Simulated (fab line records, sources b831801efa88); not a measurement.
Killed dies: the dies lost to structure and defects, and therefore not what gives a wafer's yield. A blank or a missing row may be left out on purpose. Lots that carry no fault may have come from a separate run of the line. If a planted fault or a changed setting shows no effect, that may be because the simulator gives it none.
One fault seen from 2 desks    flow sky130    every desk sees just its own numbers, and what lay behind them comes last

## AT THE TOOL OWNER'S DESK: lithoTrack-02
The tool's own readings at SKY_PWDE_DEVELOP_06 (develop time 60 s): means of the sampled wafers that have a number, for each lot that ran on this tool. Any lot whose mean is over 4 standard deviations away from the usual mean is out of limits and marked OUT; that distance is given in the brackets.
Columns: A = developerTempC at SKY_PWDE_DEVELOP_06, usual 23.00 C
lot   first seen here  A
L543  day 4 15:00      23.01
L555  day 7 08:00      23.92 (+10) OUT
L556  day 7 19:00      23.92 (+10) OUT
This desk finds L555, L556 out of limits, L555 being first, at day 7 08:00 (developerTempC at SKY_PWDE_DEVELOP_06). In limits: L543.

## AT THE METROLOGY DESK
What the gauges read for every lot (on any tool): the sampled wafers with a number, averaged. Any lot whose mean is over 4 standard deviations away from the usual mean is out of limits and marked OUT; that distance is given in the brackets.
Columns: A = NWELL_OXIDATION_THK at SKY_NWELL_THK_MEAS_02, usual 9.91 nm; B = NWELL_01_OVL at SKY_NWELL_OVL_MEAS_23, usual -0.3 nm
lot   first seen here  A      B
L540  day 2 17:25      9.65   0.3
L541  day 2 23:05      9.63   0.8
L542  day 3 03:19      9.95   0.2
L543  day 3 07:23      9.85   0.9
L544  day 3 11:39      9.72   -1.6
L545  day 3 15:56      10.03  -0.7
L546  day 3 23:17      10.06  -0.1
L547  day 4 02:04      9.98   -0.8
L555  day 5 19:06      10.18  -2.3
L556  day 6 04:55      9.80   -0.1
L558  day 6 13:44      9.66   1.4
L560  day 6 22:46      10.03  2.3
L561  day 7 05:19      9.66   0.2
L562  day 7 15:18      10.14  -1.0
Finding of this desk: none of the 14 lots has anything out of limits.

## ALL TOGETHER
At day 7 08:00, on L555, L556, the tool owner's desk was in a position to raise an alarm.
Metrology desk: nothing out of limits seen.
The metrology desk holds a record of L555, L556, inside its limits.
SKY_PWDE_DEVELOP_06 was run on lithoTrack-02 by each of the lots named.

## WHAT WAS PUT IN BY THE SIMULATOR
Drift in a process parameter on lithoTrack-02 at SKY_PWDE_DEVELOP_06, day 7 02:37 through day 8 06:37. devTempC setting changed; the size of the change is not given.
Shown lots that were struck: L555, L556.
Each desk's first reading out of limits, in hours after the fault started: the tool owner's desk, 5.
